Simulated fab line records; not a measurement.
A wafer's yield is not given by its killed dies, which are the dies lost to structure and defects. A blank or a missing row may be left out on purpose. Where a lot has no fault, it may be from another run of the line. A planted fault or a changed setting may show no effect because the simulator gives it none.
fab line records	flow sky130
[record] lots = 6	wafers = 18	lastDay = 50
route steps=708 shown VIA4@658 METAL5@661 PAD_OPEN@708
lots untouched by any fault: they come from a run of this same line in which no faults occurred
startH: hours from the record's first day to the start of the lot's first wafer shown	waitH: hours since the lot's step before	" unchanged from the row above	L1.1+2: a row that stands for several wafers	- value missing, or start not given	* or withheld: withheld	< > ~ a bound
route shown NAME@n: NAME is a module with steps in the file, n the number in the route of the first one	usual: mean/standard deviation of fault-free wafers	same: alike in all rows	chamber/n: place in a boat	sites: readings site by site	_std_site: standard deviation across them	_edge_site: mean of outer sites minus mean of inner sites	radiusMm: how far each site lies from the wafer's centre	mask NAME#n: copy n	behind: tool/chamber where the wafer was last shaped	hold: why the lot went on hold/how many hours it stayed there/how the hold came to an end	device: transistor that didn't switch, given as n, p or np	end of line: the route-end tests of the same wafers	for a step that has no rows: nothing shown but its recipe	killed: the dies lost at the first sort to structure and to defects; this is not the yield of the wafer	map: the dies of a wafer, with x for killed, . for not killed, _ for no die there
set.NAME: the run value of the setting; set.NAME@STEP: its run value at that earlier step	model.NAME: the simulator's own value behind a step, which no gauge read
lots at some steps of the route; a table a step, a row a wafer
services: a tool's chamber out of use, with start hour (startH, from the record's first day; less than 0 if before it), hours out, and reason
[[steps]]
[step SKY_VIA4_RS_MEAS_19]
[recipe] thkMeasGauge = four-point-probe	reads = W_of_VIA4_CVD_18+TiN_of_VIA4_SPUTTER_17
[usual] VIA4_W_RS = 0.2254/0.0025
lot.wafer	tool	chamber	startH	waitH	VIA4_W_RS[ohm/sq]
L291.2	filmMetro-02	-	1029.44	0.1	0.2239
L291.3	"	-	"	"	0.2266
L291.5	"	-	"	"	0.2255
L296.1	filmMetro-03	-	1055.05	0.1	0.2280
L296.4	"	-	"	"	0.2275
L296.5	"	-	"	"	0.2296
L297.1	filmMetro-02	-	1063.21	0.1	0.2284
L297.2	"	-	"	"	0.2242
L297.5	"	-	"	"	0.2258
L306.3	filmMetro-02	-	1121.05	0.1	0.2236
L306.4	"	-	"	"	0.2233
L306.5	"	-	"	"	0.2246
L307.1	filmMetro-04	-	1125.89	0.1	0.2256
L307.5	"	-	"	"	0.2261
L307.6	"	-	"	"	0.2258
L310.1	filmMetro-02	-	1138.44	0.1	0.2245
L310.3	"	-	"	"	0.2218
L310.4	"	-	"	"	0.2225
[step SKY_VIA4_THK_MEAS_20]
[recipe] thkMeasGauge = xrf	reads = W_of_VIA4_CVD_18
[usual] VIA4_W_THK = 514/12
lot.wafer	tool	chamber	startH	waitH	VIA4_W_THK[nm]
L291.2	filmMetro-02	-	1029.55	0.1	515
L291.3	"	-	"	"	510
L291.5	"	-	"	"	512
L296.1	filmMetro-03	-	1055.17	0.1	502
L296.4	"	-	"	"	502
L296.5	"	-	"	"	494
L297.1	filmMetro-02	-	1063.33	0.1	521
L297.2	"	-	"	"	531
L297.5	"	-	"	"	526
L306.3	filmMetro-02	-	1121.15	0.1	533
L306.4	"	-	"	"	530
L306.5	"	-	"	"	527
L307.1	filmMetro-04	-	1126.01	0.1	506
L307.5	"	-	"	"	507
L307.6	"	-	"	"	510
L310.1	filmMetro-02	-	1138.56	0.1	524
L310.3	"	-	"	"	531
L310.4	"	-	"	"	530
[step SKY_VIA4_CMP_21]
[recipe] stopOn = SiO2	tOverpolishS = 25	downForcePsi = 3.5	platenRpm = 60	targetThkNm = 0	padVelocityMS = 0.94248
[usual] motorCurrentA = 11.2/0.83	overpolishRunS = 24.999/0.009	timeToEndpointS = 123.1/3
[same] tOverpolishS = 25
lot.wafer	tool	chamber	startH	waitH	motorCurrentA	overpolishRunS	timeToEndpointS
L291.3	cmp-01	1	1029.70	0.1	12.2	24.998	118.2
L291.2	"	2	"	"	10.6	24.989	122.6
L291.5	"	0	"	"	10.4	25.000	119.3
L296.1	cmp-01	2	1055.28	0.1	10.0	24.992	126.7
L296.4	"	0	"	"	11.2	24.987	121.0
L296.5	"	1	"	"	11.8	24.994	122.2
L297.1	cmp-02	0	1063.44	0.1	10.2	24.998	121.1
L297.2	"	2	"	"	11.3	24.997	114.4
L297.5	"	0	"	"	9.8	24.984	119.6
L306.3	cmp-01	2	1121.29	0.1	10.6	24.993	124.6
L306.4	"	3	"	"	12.5	25.005	122.1
L306.5	"	1	"	"	12.1	25.013	117.1
L307.1	cmp-02	0	1126.12	0.1	9.9	25.002	126.4
L307.6	"	3	"	"	11.6	24.995	121.6
L307.5	"	0	"	"	9.7	25.001	127.6
L310.3	cmp-02	3	1138.67	0.1	11.4	25.009	122.0
L310.1	"	0	"	"	9.4	24.998	124.2
L310.4	"	1	"	"	11.6	24.985	124.0
[step SKY_METAL5_SPUTTER_00]
[recipe] material = Ti	targetThkNm = 15	powerW = 3000	timeS = 10	chamberPressurePa = 0.4
[usual] cathodeDcPowerW = 3000.0/0.56	throttleValvePct = 29.4/1.5
lot.wafer	tool	chamber	startH	waitH	cathodeDcPowerW	throttleValvePct
L291.2	pvdSputter-02	-	1029.90	0.1	2999.8	31.5
L291.3	"	-	"	"	2999.8	30.4
L291.5	"	-	"	"	3000.1	31.3
L296.1	pvdSputter-02	-	1055.53	0.2	2999.7	31.2
L296.4	"	-	"	"	3000.3	31.4
L296.5	"	-	"	"	2999.7	30.3
L297.1	pvdSputter-04	-	1063.69	0.2	3000.0	29.1
L297.2	"	-	"	"	2999.7	30.9
L297.5	"	-	"	"	2999.4	31.1
L306.3	pvdSputter-04	-	1121.49	0.1	3000.3	29.5
L306.4	"	-	"	"	3000.5	30.8
L306.5	"	-	"	"	3000.9	28.9
L307.1	pvdSputter-02	-	1126.37	0.2	2999.2	26.4
L307.5	"	-	"	"	2998.8	31.3
L307.6	"	-	"	"	3000.4	28.5
L310.1	pvdSputter-04	-	1138.92	0.1	3000.4	30.1
L310.3	"	-	"	"	2999.7	29.3
L310.4	"	-	"	"	2999.9	28.9
[step SKY_METAL5_SPUTTER_01]
[recipe] material = TiN	targetThkNm = 20	powerW = 6500	timeS = 16.7	chamberPressurePa = 0.4
[usual] cathodeDcPowerW = 6499.9/1.2	throttleValvePct = 29.4/1.5
lot.wafer	tool	chamber	startH	waitH	cathodeDcPowerW	throttleValvePct
L291.2	pvdSputter-02	-	1029.93	0.0	6500.1	31.2
L291.3	"	-	"	"	6498.9	30.1
L291.5	"	-	"	"	6501.1	31.4
L296.1	pvdSputter-02	-	1055.55	0.0	6499.9	31.5
L296.4	"	-	"	"	6499.1	31.2
L296.5	"	-	"	"	6501.0	29.9
L297.1	pvdSputter-04	-	1063.72	0.0	6498.9	29.4
L297.2	"	-	"	"	6499.9	31.2
L297.5	"	-	"	"	6499.7	31.1
L306.3	pvdSputter-04	-	1121.51	0.0	6499.3	29.5
L306.4	"	-	"	"	6501.0	31.2
L306.5	"	-	"	"	6499.2	28.8
L307.1	pvdSputter-02	-	1126.39	0.0	6498.1	26.2
L307.5	"	-	"	"	6500.1	31.3
L307.6	"	-	"	"	6499.5	28.4
L310.1	pvdSputter-04	-	1138.94	0.0	6498.8	30.1
L310.3	"	-	"	"	6499.9	29.3
L310.4	"	-	"	"	6500.7	29.0
[step SKY_METAL5_SPUTTER_02]
[recipe] material = AlCu	targetThkNm = 1150	powerW = 10600	timeS = 61.2	chamberPressurePa = 0.4
[usual] cathodeDcPowerW = 10600/1.9	throttleValvePct = 29.4/1.5
lot.wafer	tool	chamber	startH	waitH	cathodeDcPowerW	throttleValvePct
L291.2	pvdSputter-02	-	1029.95	0.0	10600	31.5
L291.3	"	-	"	"	10602	29.8
L291.5	"	-	"	"	10600	31.0
L296.1	pvdSputter-02	-	1055.58	0.0	10598	31.3
L296.4	"	-	"	"	10600	31.4
L296.5	"	-	"	"	10599	30.0
L297.1	pvdSputter-04	-	1063.74	0.0	10600	29.4
L297.2	"	-	"	"	10602	31.0
L297.5	"	-	"	"	10602	30.9
L306.3	pvdSputter-04	-	1121.54	0.0	10600	29.5
L306.4	"	-	"	"	10598	30.9
L306.5	"	-	"	"	10599	28.6
L307.1	pvdSputter-02	-	1126.41	0.0	10598	26.5
L307.5	"	-	"	"	10600	31.3
L307.6	"	-	"	"	10598	28.4
L310.1	pvdSputter-04	-	1138.97	0.0	10598	30.4
L310.3	"	-	"	"	10602	29.3
L310.4	"	-	"	"	10599	28.7
[step SKY_METAL5_SPUTTER_03]
[recipe] material = Ti	targetThkNm = 5	powerW = 3000	timeS = 3.3	chamberPressurePa = 0.4
[step SKY_METAL5_SPUTTER_04]
[recipe] material = TiN	targetThkNm = 70	powerW = 6500	timeS = 58.3	chamberPressurePa = 0.4
[step SKY_METAL5_RS_MEAS_05]
[recipe] thkMeasGauge = four-point-probe	reads = TiN_of_METAL5_SPUTTER_04+Ti_of_METAL5_SPUTTER_03+AlCu_of_METAL5_SPUTTER_02+TiN_of_METAL5_SPUTTER_01+Ti_of_METAL5_SPUTTER_00
[usual] METAL5_ALCU_RS = 0.0270/0.00031
lot.wafer	tool	chamber	startH	waitH	METAL5_ALCU_RS[ohm/sq]
L291.2	filmMetro-01	-	1030.09	0.0	0.0275
L291.3	"	-	"	"	0.0273
L291.5	"	-	"	"	0.0276
L296.1	filmMetro-02	-	1055.70	0.0	0.0275
L296.4	"	-	"	"	0.0275
L296.5	"	-	"	"	0.0272
L297.1	filmMetro-01	-	1063.86	0.0	0.0272
L297.2	"	-	"	"	0.0271
L297.5	"	-	"	"	0.0270
L306.3	filmMetro-04	-	1121.69	0.1	0.0271
L306.4	"	-	"	"	0.0272
L306.5	"	-	"	"	0.0269
L307.1	filmMetro-02	-	1126.53	0.0	0.0270
L307.5	"	-	"	"	0.0268
L307.6	"	-	"	"	0.0268
L310.1	filmMetro-02	-	1139.09	0.0	0.0269
L310.3	"	-	"	"	0.0268
L310.4	"	-	"	"	0.0267
[step SKY_METAL5_THK_MEAS_06]
[recipe] thkMeasGauge = xrf	reads = AlCu_of_METAL5_SPUTTER_02
[usual] METAL5_ALCU_THK = 1158/15
lot.wafer	tool	chamber	startH	waitH	METAL5_ALCU_THK[nm]
L291.2	filmMetro-01	-	1030.20	0.1	1144
L291.3	"	-	"	"	1158
L291.5	"	-	"	"	1143
L296.1	filmMetro-02	-	1055.82	0.1	1128
L296.4	"	-	"	"	1129
L296.5	"	-	"	"	1142
L297.1	filmMetro-01	-	1063.98	0.1	1150
L297.2	"	-	"	"	1152
L297.5	"	-	"	"	1164
L306.3	filmMetro-04	-	1121.79	0.1	1164
L306.4	"	-	"	"	1160
L306.5	"	-	"	"	1174
L307.1	filmMetro-02	-	1126.65	0.1	1149
L307.5	"	-	"	"	1159
L307.6	"	-	"	"	1160
L310.1	filmMetro-02	-	1139.21	0.1	1168
L310.3	"	-	"	"	1166
L310.4	"	-	"	"	1165
[step SKY_METAL5_DEHYDRATE_07]
[recipe] tempC = 200	timeS = 60
[step SKY_METAL5_HMDS_08]
[recipe] primeTimeS = 60	primeTempC = 120
[step SKY_METAL5_COAT_09]
[recipe] resist = NOVOLAK	spinRpm = 3000	resistThkNm = 1800
[usual] chillPlateTempC = 22.98/0.089
lot.wafer	tool	chamber	startH	waitH	chillPlateTempC	model.NOVOLAK_of_METAL5_COAT_09.thkNm
L291.2	lithoTrack-04	0	1041.30	0.1	23.07	1796
L291.3	"	0	"	"	22.96	1800
L291.5	"	0	"	"	22.93	1797
L296.1	lithoTrack-04	0	1065.97	0.1	22.88	1861
L296.4	"	0	"	"	22.92	1865
L296.5	"	0	"	"	22.99	1856
L297.1	lithoTrack-04	0	1073.92	0.1	22.93	1854
L297.2	"	0	"	"	22.91	1853
L297.5	"	0	"	"	22.86	1850
L306.3	lithoTrack-01	0	1131.03	0.1	23.03	1808
L306.4	"	0	"	"	22.90	1807
L306.5	"	0	"	"	22.88	1810
L307.1	lithoTrack-03	0	1135.61	0.1	22.97	1798
L307.5	"	0	"	"	23.05	1796
L307.6	"	0	"	"	23.10	1798
L310.1	lithoTrack-04	0	1148.63	0.1	22.91	1797
L310.3	"	0	"	"	22.94	1795
L310.4	"	0	"	"	22.98	1802
[step SKY_METAL5_SOFTBAKE_10]
[recipe] tempC = 90	timeS = 60	resist = NOVOLAK
[step SKY_METAL5_EXPOSE_11]
[recipe] maskId = MM5	na = 0.6	sourceShape = conventional	sigmaOuter = 0.6	polarization = unpolarized	targetCdNm = 1600	doseMj = 190
[step SKY_METAL5_PEB_12]
[recipe] tempC = withheld	timeS = *	resist = NOVOLAK
[step SKY_METAL5_DEVELOP_13]
[recipe] resist = NOVOLAK	developer = TMAH	developTimeS = 60	devTempC = 23
[step SKY_METAL5_DESCUM_14]
[recipe] chemistry = O2	sourcePowerW = 150	biasPowerW = 0	pressureMtorr = 10	tempC = 40	timeS = 11
[usual] drypumpMotorCurrentA = 5.9/0.39	oesProductAu = 1.003/0.0092
lot.wafer	tool	chamber	startH	waitH	drypumpMotorCurrentA	oesProductAu	rfHoursCounterH
L291.2	rieMetal-01	1	1051.92	0.1	5.9	1.003	2
L291.3	"	0	"	"	6.3	0.999	-
L291.5	"	1	"	"	5.9	1.014	-
L296.1	rieMetal-01	1	1076.43	0.1	5.9	1.010	4
L296.4	"	1	"	"	5.9	1.017	-
L296.5	"	0	"	"	6.3	0.998	-
L297.1	rieMetal-01	1	1084.62	0.1	5.9	1.004	5
L297.2	"	0	"	"	6.3	1.000	20
L297.5	"	0	"	"	6.3	0.996	-
L306.3	rieMetal-01	1	1140.52	0.1	5.9	1.031	-
L306.4	"	0	"	"	6.3	1.013	-
L306.5	"	1	"	"	5.9	1.020	-
L307.1	rieMetal-04	0	1145.16	0.1	6.1	0.998	25
L307.5	"	1	"	"	5.2	0.998	-
L307.6	"	0	"	"	6.1	0.998	-
L310.1	rieMetal-04	1	1157.43	0.1	5.2	0.993	18
L310.3	"	1	"	"	5.2	0.987	-
L310.4	"	0	"	"	6.1	0.996	-
[step SKY_METAL5_METAL_ETCH_15]
[recipe] targetDepthA = 12600	stopOn = SiO2	overEtchFrac = 0.2	timeS = 252	chemistry = Cl2/BCl3	resistSidewallDeg = 86	pressureMtorr = 10	icpW = 900	biasW = 48.5	Cl2_flow_sccm = 60	bcl3FlowSccm = 30
[usual] bcl3FlowSccm = 30.01/0.089	drypumpMotorCurrentA = 5.9/0.39	oesProductAu = 0.895/0.0045	throttleValvePct = 22.264/0.01
lot.wafer	tool	chamber	startH	waitH	bcl3FlowSccm	drypumpMotorCurrentA	oesProductAu	rfHoursCounterH	throttleValvePct	model.NOVOLAK_of_METAL5_COAT_09.thkNm
L291.2	rieMetal-01	1	1051.96	0.0	29.97	5.9	0.899	2	22.269	1022
L291.3	"	0	"	"	29.90	6.3	0.894	-	22.252	1035
L291.5	"	1	"	"	29.97	5.9	0.902	-	22.265	1017
L296.1	rieMetal-01	1	1076.47	0.0	29.84	5.9	0.896	4	22.261	1079
L296.4	"	1	"	"	29.92	5.9	0.899	-	22.281	1083
L296.5	"	0	"	"	30.23	6.3	0.886	-	22.265	1083
L297.1	rieMetal-01	1	1084.66	0.0	30.21	5.9	0.888	5	22.247	1074
L297.2	"	0	"	"	30.12	6.3	0.897	20	22.255	1088
L297.5	"	0	"	"	30.02	6.3	0.895	-	22.264	1082
L306.3	rieMetal-01	1	1140.62	0.1	29.92	5.9	0.895	-	22.264	1023
L306.4	"	0	"	"	29.97	6.3	0.902	-	22.255	1035
L306.5	"	1	"	"	29.92	5.8	0.892	-	22.281	1020
L307.1	rieMetal-04	0	1145.20	0.0	30.12	6.1	0.890	25	22.268	1040
L307.5	"	1	"	"	30.04	5.2	0.887	-	22.257	1038
L307.6	"	0	"	"	30.13	6.1	0.892	-	22.268	1035
L310.1	rieMetal-04	1	1157.46	0.0	30.05	5.2	0.897	18	22.276	1033
L310.3	"	1	"	"	29.97	5.2	0.890	-	22.274	1032
L310.4	"	0	"	"	30.14	6.2	0.891	-	22.261	1044
[step SKY_METAL5_STRIP_16]
[recipe] chemistry = O2/N2	powerW = 1400	pressureMtorr = 1500	platenTempC = withheld	o2FlowSccm = 3000	n2FlowSccm = 300	overashFraction = 0.5
[usual] drypumpMotorCurrentA = 5.6/0.34	oesProductAu = 0.710/0.0045	stripTimeToEndpointS = 13.00/0.12
lot.wafer	tool	chamber	startH	waitH	drypumpMotorCurrentA	oesProductAu	rfHoursCounterH	stripTimeToEndpointS
L291.2	plasmaAsher-01	1	1052.19	0.2	5.8	0.713	91	12.92
L291.3	"	0	"	"	6.1	0.706	-	13.07
L291.5	"	1	"	"	5.9	0.711	-	12.86
L296.1	plasmaAsher-04	1	1076.70	0.2	5.0	0.722	1	13.55
L296.4	"	1	"	"	4.9	0.719	-	13.62
L296.5	"	0	"	"	5.4	0.714	-	13.61
L297.1	plasmaAsher-03	0	1084.89	0.2	5.4	0.710	65	13.52
L297.2	"	1	"	"	5.6	0.711	65	13.67
L297.5	"	0	"	"	5.4	0.706	-	13.59
L306.3	plasmaAsher-03	1	1140.81	0.1	5.6	0.704	-	12.92
L306.4	"	0	"	"	5.4	0.712	-	13.08
L306.5	"	0	"	"	5.3	0.709	-	12.91
L307.1	plasmaAsher-03	1	1145.43	0.2	5.6	0.710	70	13.13
L307.5	"	0	"	"	5.4	0.713	-	13.10
L307.6	"	1	"	"	5.6	0.706	-	13.06
L310.1	plasmaAsher-04	1	1157.69	0.2	4.9	0.702	8	13.05
L310.3	"	1	"	"	4.9	0.717	-	13.03
L310.4	"	0	"	"	5.5	0.710	-	13.19
[step SKY_METAL5_STRIP_17]
[recipe] chemistry = postEtchResidueRemover	timeS = 1200	tempC = 72.5
[step SKY_PAD_OPEN_PROBE_99]
[usual] defectLimitedYield = 82.7/2.1	killed_at_M0_to_M3 = 43/7.2	killed_at_M4_up = 3.0/1.7	killedAtContacts = 24/5.3	killedAtFrontEnd = 15/4.6	killedAtOther = 0.3/0.5	killedDies = 85/10	killedOpen = 46/7.2	killedShort = 39/6.4	sort_bin_3_pad_short = 0.9/0.42	sort_bin_5_function = 10.2/1.6	sort_bin_6_memory = 6.2/1	sortNPass = 407/10	sortYieldPct = 82.7/2.1
[same] grossDies = 492	killedAtBackSide = 0	sort_bin_4_leakage[%] = 0	sort_bin_8_speed[%] = 0
lot.wafer	tool	chamber	startH	waitH	defectLimitedYield[%]	killed_at_M0_to_M3	killed_at_M4_up	killedAtContacts	killedAtFrontEnd	killedAtOther	killedDies	killedOpen	killedShort	sort_bin_3_pad_short[%]	sort_bin_5_function[%]	sort_bin_6_memory[%]	sortNPass	sortYieldPct[%]
L296.1	prober-02	-	1119.95	0.1	85.0	32	2	23	17	0	74	33	41	1.0	7.7	6.3	418	85.0
L296.4	prober-02	-	1120.10	0.2	84.6	31	7	28	10	0	76	38	38	0.6	8.7	6.1	416	84.6
L296.5	prober-02	-	1120.15	0.2	83.1	47	5	22	9	0	83	46	37	0.6	10.6	5.7	409	83.1
L297.1	prober-01	-	1127.96	0.1	81.9	45	1	27	15	1	89	50	39	0.6	9.8	7.7	403	81.9
L297.2	prober-01	-	1128.01	0.1	80.5	44	6	31	15	0	96	59	37	1.2	11.0	7.3	396	80.5
L297.5	prober-01	-	1128.16	0.2	83.7	39	2	23	16	0	80	49	31	0.2	10.0	6.1	412	83.7
L306.3	prober-02	-	1179.33	0.2	81.7	48	3	26	13	0	90	43	47	1.2	10.0	7.1	402	81.7
L306.4	prober-02	-	1179.38	0.2	79.3	53	5	32	12	0	102	55	47	1.8	12.4	6.5	390	79.3
L306.5	prober-02	-	1179.43	0.2	82.9	40	6	28	10	0	84	46	38	0.6	10.2	6.3	408	82.9
L310.1	prober-02	-	1193.45	0.1	85.4	38	2	23	9	0	72	33	39	1.4	8.1	5.1	420	85.4
L310.3	prober-02	-	1193.55	0.2	85.0	32	3	29	10	0	74	37	37	0.6	9.8	4.7	418	85.0
L310.4	prober-02	-	1193.60	0.2	86.0	49	1	13	6	0	69	37	32	0.8	8.7	4.5	423	86.0
// killed by level:class
L296.1 CONTACT:geometricParticle:open=8 METAL1:geometricParticle:short=8 VIA1:geometricParticle:open=7 LOCAL_INTERCONNECT:geometricParticle:short=5 VIA2:geometricParticle:open=5 LI_CONTACT:geometricParticle:open=4 CONTACT:geometricParticle:short=4 FIELD_ISO:geometricParticle:short=3
L296.4 CONTACT:geometricParticle:short=11 CONTACT:geometricParticle:open=9 METAL1:geometricParticle:short=6 VIA1:geometricParticle:open=6 VIA2:geometricParticle:open=5 LI_CONTACT:geometricParticle:open=4 METAL2:geometricParticle:short=4 METAL4:geometricParticle:short=3
L296.5 VIA2:geometricParticle:open=12 CONTACT:geometricParticle:open=9 METAL1:geometricParticle:short=8 VIA2:geometricParticle:short=5 LOCAL_INTERCONNECT:geometricParticle:short=4 VIA1:geometricParticle:open=4 METAL2:geometricParticle:short=4 VIA3:geometricParticle:open=4
L297.1 CONTACT:geometricParticle:open=9 VIA1:geometricParticle:open=9 VIA2:geometricParticle:open=9 LI_CONTACT:geometricParticle:open=8 METAL2:geometricParticle:short=7 CONTACT:geometricParticle:short=5 VIA1:geometricParticle:short=5 POLY_GATE:geometricParticle:short=4
L297.2 VIA1:geometricParticle:open=12 LI_CONTACT:geometricParticle:open=12 CONTACT:geometricParticle:open=10 METAL1:geometricParticle:short=7 VIA2:geometricParticle:open=7 METAL4:geometricParticle:short=5 FIELD_ISO:geometricParticle:open=4 POLY_GATE:geometricParticle:open=4
L297.5 CONTACT:geometricParticle:open=10 VIA1:geometricParticle:open=9 VIA1:geometricParticle:short=8 LI_CONTACT:geometricParticle:open=7 VIA3:geometricParticle:open=5 FIELD_ISO:geometricParticle:open=4 METAL1:geometricParticle:short=4 VIA2:geometricParticle:open=4
L306.3 CONTACT:geometricParticle:open=12 VIA1:geometricParticle:open=11 FIELD_ISO:geometricParticle:short=7 CONTACT:geometricParticle:short=7 METAL3:geometricParticle:short=7 VIA2:geometricParticle:open=6 METAL2:geometricParticle:short=6 VIA3:geometricParticle:open=6
L306.4 METAL2:geometricParticle:short=12 LI_CONTACT:geometricParticle:open=11 VIA1:geometricParticle:open=11 VIA2:geometricParticle:open=7 CONTACT:geometricParticle:short=7 CONTACT:geometricParticle:open=7 VIA3:geometricParticle:open=7 VIA1:geometricParticle:short=5
L306.5 VIA1:geometricParticle:open=11 LI_CONTACT:geometricParticle:open=9 LOCAL_INTERCONNECT:geometricParticle:short=8 CONTACT:geometricParticle:open=8 VIA3:geometricParticle:open=7 METAL2:geometricParticle:short=5 METAL1:geometricParticle:short=5 VIA3:geometricParticle:short=4
L310.1 LI_CONTACT:geometricParticle:open=8 VIA2:geometricParticle:open=6 METAL3:geometricParticle:short=6 VIA1:geometricParticle:open=5 LOCAL_INTERCONNECT:geometricParticle:short=5 CONTACT:geometricParticle:open=5 VIA1:geometricParticle:short=5 METAL1:geometricParticle:short=4
L310.3 LI_CONTACT:geometricParticle:open=11 METAL2:geometricParticle:short=10 CONTACT:geometricParticle:open=6 LI_CONTACT:geometricParticle:short=4 VIA1:geometricParticle:open=4 VIA3:geometricParticle:open=4 FIELD_ISO:geometricParticle:short=3 POLY_GATE:geometricParticle:open=3
L310.4 VIA1:geometricParticle:open=15 VIA2:geometricParticle:open=6 METAL2:geometricParticle:short=6 VIA2:geometricParticle:short=5 VIA3:geometricParticle:open=5 CONTACT:geometricParticle:open=4 VIA3:geometricParticle:short=4 LOCAL_INTERCONNECT:geometricParticle:short=3
[[services]]
tool	chamber	startH	hours	kind
pvdSputter-02	-	1020.75	3.3	repair
cmp-01	-	1031.71	1.4	repair
cmp-01	-	1034.62	1.0	repair
cmp-02	-	1039.80	12.7	pm
pvdSputter-02	0	1050.97	-	consumableReplace:kit
pvdSputter-02	0	1050.97	18.0	scheduledDown
pvdSputter-02	0	1050.97	18.0	ventCycle
plasmaAsher-04	-	1055.25	9.0	pm
plasmaAsher-04	-	1071.03	4.0	repair
cmp-02	-	1084.11	4.0	pm
cmp-02	-	1088.11	-	consumableReplace:conditioner
cmp-02	-	1088.11	-	consumableReplace:pad
pvdSputter-02	-	1091.59	0.9	repair
plasmaAsher-04	-	1092.80	2.9	repair
pvdSputter-04	0	1103.11	-	consumableReplace:kit
pvdSputter-04	0	1103.11	18.0	scheduledDown
pvdSputter-04	0	1103.11	18.0	ventCycle
rieMetal-01	-	1103.15	7.5	repair
pvdSputter-02	3	1135.92	-	consumableReplace:kit
pvdSputter-02	3	1135.92	18.0	scheduledDown
pvdSputter-02	3	1135.92	18.0	ventCycle
cmp-01	-	1137.48	0.6	repair
cmp-02	-	1142.17	1.9	repair
cmp-01	-	1143.10	0.6	repair
[[key]]
[firstSign] step = SKY_METAL5_STRIP_16	reading = stripTimeToEndpointS	direction = up	sigmas = 5	usual = *	struck = *
effect none on later readings
[modelEffect] step = SKY_METAL5_COAT_09	value = NOVOLAK_of_METAL5_COAT_09.thkNm	without = 1796	struck = 1857
[modelEffect] step = SKY_METAL5_METAL_ETCH_15	value = NOVOLAK_of_METAL5_COAT_09.thkNm	without = 1021	struck = 1082
metAt SKY_METAL5_COAT_09
struckWafers L296.1,L296.4,L296.5,L297.1,L297.2,L297.5
onsetBetween 1041.30 1065.97
[fault] kind = processParameterDrift	tool = lithoTrack-04	chamber = -	onsetH = 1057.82	steps = SKY_METAL5_COAT_09	channel = resistThkNm	offset = 60.475	shape = step	endH = 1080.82	actsIn = theseRecipesOnly	stated = 1800
